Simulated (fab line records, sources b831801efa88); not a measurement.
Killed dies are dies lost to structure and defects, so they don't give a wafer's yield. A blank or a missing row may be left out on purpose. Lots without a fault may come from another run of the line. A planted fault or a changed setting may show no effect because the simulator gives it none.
A struck lot beside a sound one | flow sky130 | 15 steps out of a route of 708
Sound: wafers L149.2, L149.3, L149.6. Struck: wafer L141.3. (L141.1, L141.4 of the same lot were not struck and are left out.) The cause comes at the end.
At each step with rows: each side's tool, then ch and its chambers, then its first start. Under that, the readings that differ: sound wafers | struck wafers | difference of the means | sigmas: that difference in standard deviations of wafers without a fault.
alike: readings whose means differ by less than 2 such deviations, and words and numbers that are the same on both sides. not compared: withheld readings, readings that some wafer has no value for, bounds like >300 that may hide the same value, and numbers for which the record gives no deviation and whose values overlap.
The two part at a step that has a row with sigmas, a row that says differs or no value, or rows on one side only. Numbers that don't overlap but have no deviation are shown without sigmas and don't part them. A reading that every wafer of one side lacks parts them only if that side has two wafers or more.

first, 8 steps without rows for these wafers: SKY_METAL2_DEHYDRATE_07 (time 60 s); SKY_METAL2_HMDS_08 (prime time 60 s); SKY_METAL2_COAT_09 (resist thk 60.85 nm); SKY_METAL2_COAT_10 (resist thk 450 nm); SKY_METAL2_SOFTBAKE_11 (time 90 s); SKY_METAL2_EXPOSE_12 (exposes mask MM2, target cd 140 nm); SKY_METAL2_PEB_13; SKY_METAL2_DEVELOP_14 (develop time 60 s).
SKY_METAL2_CD_MEAS_15: target cd 140 nm.
  sound on cd_sem-02, day 41 01:26; struck on cd_sem-02, day 38 16:40
  alike: cd_nm
SKY_METAL2_OVL_MEAS_16:
  sound on overlay-02, day 41 01:33; struck on overlay-01, day 38 16:47
  alike: METAL2_OVL
SKY_METAL2_DESCUM_17: chemistry O2, time 8 s.
  sound on rie_metal-02 ch 0, day 41 01:35; struck on rie_metal-04 ch 1, day 38 16:49
  alike: drypump_motor_current_A, oes_product_au, temp_c
  not compared: rf_hours_counter_h
SKY_METAL2_ETCH_18: etches BARC in N2/H2, stops on SiO2, time 45.9 s, target depth 60 nm.
  sound on rie_metal-02 ch 0, day 41 01:37; struck on rie_metal-04 ch 1, day 38 16:51
  alike: bias_w, drypump_motor_current_A, oes_product_au, throttle_valve_pct
  not compared: rf_hours_counter_h
SKY_METAL2_METAL_ETCH_19: etches the open film in Cl2/BCl3, stops on SiO2, target depth 360 nm, time 78 s.
  sound on rie_metal-02 ch 0, day 41 01:40; struck on rie_metal-04 ch 1, day 38 16:55
  reading                                       | sound             | struck | difference | sigmas
  model.KrF-thick_of_METAL2_COAT_10.thk_nm (nm) | 152 151 151.5     | 219.1  | +67.6      |
  model.etch.depth_nm (nm)                      | 362.9 358.9 359.9 | 346    | -15        |
  model.METAL2.feature_depth_nm (nm)            | 362.9 358.9 359.9 | 346    | -15        |
  alike: bias_w, drypump_motor_current_A, oes_product_au, throttle_valve_pct
  not compared: rf_hours_counter_h
SKY_METAL2_STRIP_20: strips in O2/N2.
  sound on plasma_asher-01 ch 0, day 41 01:46; struck on plasma_asher-01 ch 0, day 38 17:01
  reading                      | sound             | struck | difference | sigmas
  oes_product_au (a.u.)        | 0.344 0.335 0.337 | 0.368  | +0.029     | +6
  strip_time_to_endpoint_s (s) | 2.63 2.62 2.62    | 3.37   | +0.75      | +16
  alike: drypump_motor_current_A
  not compared: rf_hours_counter_h
then, 1 step without rows for these wafers: SKY_METAL2_STRIP_21 (strips in post etch residue remover, time 1200 s).

WHERE THEY PART
Only at SKY_METAL2_STRIP_20, within this record.

WHY: what the simulator had put in
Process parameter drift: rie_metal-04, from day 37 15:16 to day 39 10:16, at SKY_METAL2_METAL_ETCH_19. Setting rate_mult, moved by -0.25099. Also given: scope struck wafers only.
